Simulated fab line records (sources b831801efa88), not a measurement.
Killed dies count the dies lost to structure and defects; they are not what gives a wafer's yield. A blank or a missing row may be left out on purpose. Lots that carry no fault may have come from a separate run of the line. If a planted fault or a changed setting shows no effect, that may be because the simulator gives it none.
Which tool is to blame? | flow sky130 | 12 lots with 36 wafers sampled at 5 steps, on a route of 708 steps

== WHAT THE GAUGES SHOWED, per wafer ==
SKY_FIELD_ISO_THK_MEAS_02.
lot  | measured    | on            | FIELD_ISO_OXIDATION_00_THK (nm)
L434 | day 1 12:22 | film-metro-01 | 11.55 11.81 11.89
L435 | day 1 16:38 | film-metro-01 | 11.74 11.79 11.91
L438 | day 2 07:53 | film-metro-04 | 12.02 11.84 11.86
L439 | day 2 13:35 | film-metro-04 | 11.75 11.77 11.81
L441 | day 2 22:50 | film-metro-04 | 11.76 11.72 11.77
L442 | day 3 05:54 | film-metro-03 | 11.95 11.92 11.80
L448 | day 4 10:02 | film-metro-04 | 11.86 12.08 11.76
L449 | day 4 14:47 | film-metro-03 | 11.85 11.77 11.98
L451 | day 5 01:33 | film-metro-04 | 12.54 12.29 12.45
L452 | day 5 05:43 | film-metro-03 | 11.96 12.22 12.20
L453 | day 5 10:38 | film-metro-01 | 11.69 11.58 11.74
L456 | day 6 02:05 | film-metro-04 | 12.13 11.98 12.21

SKY_VT_ADJUST_LVTN_TW_MEAS_10.
lot  | measured     | on            | VT_ADJUST_LVTN_TW
L434 | day 6 17:57  | film-metro-02 | 241.2 243.0 241.4
L435 | day 6 19:15  | film-metro-04 | 236.0 236.3 236.4
L438 | day 8 06:35  | film-metro-02 | 241.8 241.8 242.6
L439 | day 8 16:25  | film-metro-01 | 237.1 239.0 238.7
L441 | day 8 20:43  | film-metro-02 | 242.6 242.4 242.2
L442 | day 9 04:33  | film-metro-01 | 239.2 238.1 239.2
L448 | day 10 14:21 | film-metro-04 | 237.7 238.3 238.1
L449 | day 10 18:21 | film-metro-02 | 242.5 242.1 241.7
L451 | day 11 06:48 | film-metro-04 | 237.3 238.3 237.3
L452 | day 11 13:52 | film-metro-02 | 242.5 240.7 241.3
L453 | day 12 05:21 | film-metro-01 | 240.0 238.6 237.7
L456 | day 13 01:15 | film-metro-02 | 241.4 240.4 241.4

SKY_VT_ADJUST_NCORE_TW_MEAS_11.
lot  | measured     | on            | VT_ADJUST_NCORE_TW
L434 | day 8 09:44  | film-metro-03 | 220.9 221.1 222.1
L435 | day 8 11:02  | film-metro-03 | 220.5 222.1 221.5
L438 | day 9 23:25  | film-metro-04 | 216.8 216.5 217.0
L439 | day 10 09:53 | film-metro-01 | 216.2 215.6 216.7
L441 | day 10 15:32 | film-metro-01 | 216.0 216.0 216.6
L442 | day 11 00:34 | film-metro-01 | 216.4 216.9 216.0
L448 | day 12 11:55 | film-metro-01 | 216.1 216.4 217.4
L449 | day 12 17:47 | film-metro-04 | 215.9 215.8 217.4
L451 | day 13 07:58 | film-metro-03 | 219.7 220.6 219.5
L452 | day 13 15:50 | film-metro-03 | 220.3 220.5 220.4
L453 | day 14 07:23 | film-metro-01 | 214.7 213.8 215.0
L456 | day 15 06:31 | film-metro-03 | 219.0 218.6 218.6

== WHAT TOOL EACH LOT RAN ON (gives the tool, then ch and the chambers of the sampled wafers, and finally the start) ==
lot  | SKY_VT_ADJUST_HVTP_SOFTBAKE_03    | SKY_VT_ADJUST_HVTP_STRIP_10
L434 | litho-track-04 ch 0, day 5 13:32  | plasma-asher-03 ch 0,1, day 5 23:04
L435 | litho-track-03 ch 0, day 5 15:41  | plasma-asher-01 ch 1, day 6 00:53
L438 | litho-track-04 ch 0, day 6 23:55  | plasma-asher-03 ch 0,1, day 7 10:19
L439 | litho-track-03 ch 0, day 7 09:36  | plasma-asher-02 ch 0,1, day 7 19:19
L441 | litho-track-03 ch 0, day 7 13:11  | plasma-asher-02 ch 0, day 7 23:22
L442 | litho-track-04 ch 0, day 7 21:22  | plasma-asher-03 ch 0,1, day 8 07:58
L448 | litho-track-03 ch 0, day 9 05:18  | plasma-asher-01 ch 0,1, day 9 15:58
L449 | litho-track-03 ch 0, day 9 09:59  | plasma-asher-01 ch 0,1, day 9 21:14
L451 | litho-track-01 ch 0, day 9 22:19  | plasma-asher-01 ch 0,1, day 10 09:13
L452 | litho-track-04 ch 0, day 10 05:11 | plasma-asher-02 ch 0,1, day 10 16:07
L453 | litho-track-04 ch 0, day 10 17:01 | plasma-asher-01 ch 0,1, day 11 04:41
L456 | litho-track-04 ch 0, day 11 12:07 | plasma-asher-02 ch 0, day 12 00:22
- SKY_VT_ADJUST_HVTP_SOFTBAKE_03: time 60 s.
- SKY_VT_ADJUST_HVTP_STRIP_10: strips in O2/N2.

== AS READ BY THE TOOLS THEMSELVES (means over the sampled wafers that have a number; for cases with no such wafer, the mark the record gives instead) ==
SKY_VT_ADJUST_HVTP_SOFTBAKE_03.
lot  | tool           | heater-power-total-W (W) | plate-temp-C (C)
L434 | litho-track-04 | 56.58                    | 89.94
L435 | litho-track-03 | 56.60                    | 89.93
L438 | litho-track-04 | 56.60                    | 90.02
L439 | litho-track-03 | 56.60                    | 90.03
L441 | litho-track-03 | 56.58                    | 89.85
L442 | litho-track-04 | 56.59                    | 90.08
L448 | litho-track-03 | 50.25                    | 82.76
L449 | litho-track-03 | 50.35                    | 82.77
L451 | litho-track-01 | 56.65                    | 89.99
L452 | litho-track-04 | 56.61                    | 90.16
L453 | litho-track-04 | 56.65                    | 90.10
L456 | litho-track-04 | 56.58                    | 90.11

SKY_VT_ADJUST_HVTP_STRIP_10.
lot  | tool            | drypump-motor-current-A (A) | oes-product-au (a.u.) | strip-time-to-endpoint-s (s)
L434 | plasma-asher-03 | 5.8                         | 0.711                 | 14.23
L435 | plasma-asher-01 | 5.0                         | 0.715                 | 14.19
L438 | plasma-asher-03 | 5.4                         | 0.713                 | 14.21
L439 | plasma-asher-02 | 5.7                         | 0.713                 | 14.20
L441 | plasma-asher-02 | 5.7                         | 0.717                 | 14.22
L442 | plasma-asher-03 | 5.8                         | 0.718                 | 14.21
L448 | plasma-asher-01 | 5.5                         | 0.716                 | 14.46
L449 | plasma-asher-01 | 5.4                         | 0.717                 | 14.39
L451 | plasma-asher-01 | 5.5                         | 0.716                 | 14.15
L452 | plasma-asher-02 | 5.7                         | 0.712                 | 14.22
L453 | plasma-asher-01 | 5.5                         | 0.716                 | 14.14
L456 | plasma-asher-02 | 5.7                         | 0.719                 | 14.24

== THE ANSWER, worked out from the rows above alone ==
Rule: the usual values come from the lots themselves. Put in order of their means at a reading, lots are off if they are a third of the lots or fewer, leave a main group of 4 or more, and stand apart from it by a gap of 3 or more times the standard deviation of the main group's means; of several such gaps the widest counts. If all means in a main group match to the digits the tables above print for the reading, that group is not used. A lot without any number at a reading at which 4 lots or more have one is off too. The other lots that the step has rows for count as sound. Order of review: gauges by route order, followed by the tools' own readings, for which a lot's mean as printed above is used. The first step at which some lot is off is used, and at that step the reading that is off furthest; a lot without a number counts as furthest.
Off: L448, L449 (SKY_VT_ADJUST_HVTP_SOFTBAKE_03, heater-power-total-W). The main group: mean 56.60 W, standard deviation 0.025.
A tool fits if, at that step or a process step before it, it ran every lot that is off, and no sound lot after the first of them. One fits: litho-track-03 at SKY_VT_ADJUST_HVTP_SOFTBAKE_03. Its last sound lot is L441 (day 7 13:11), its first lot that is off L448 (day 9 05:18): a fault that began between those two fits.
The tool's own readings at SKY_VT_ADJUST_HVTP_SOFTBAKE_03 bear it out: on the lots that are off they differ by more than 5 times the standard deviation of the sound lots' means. heater-power-total-W reads 50.30 W there against 56.60 W on the sound lots; plate-temp-C reads 82.77 C there against 90.02 C on the sound lots.

== WHAT THE SIMULATOR HAD PUT IN ==
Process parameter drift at SKY_VT_ADJUST_HVTP_SOFTBAKE_03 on litho-track-03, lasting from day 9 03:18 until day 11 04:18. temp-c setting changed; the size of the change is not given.
Shown lots that were struck: L448, L449. Same finding as the rule above.
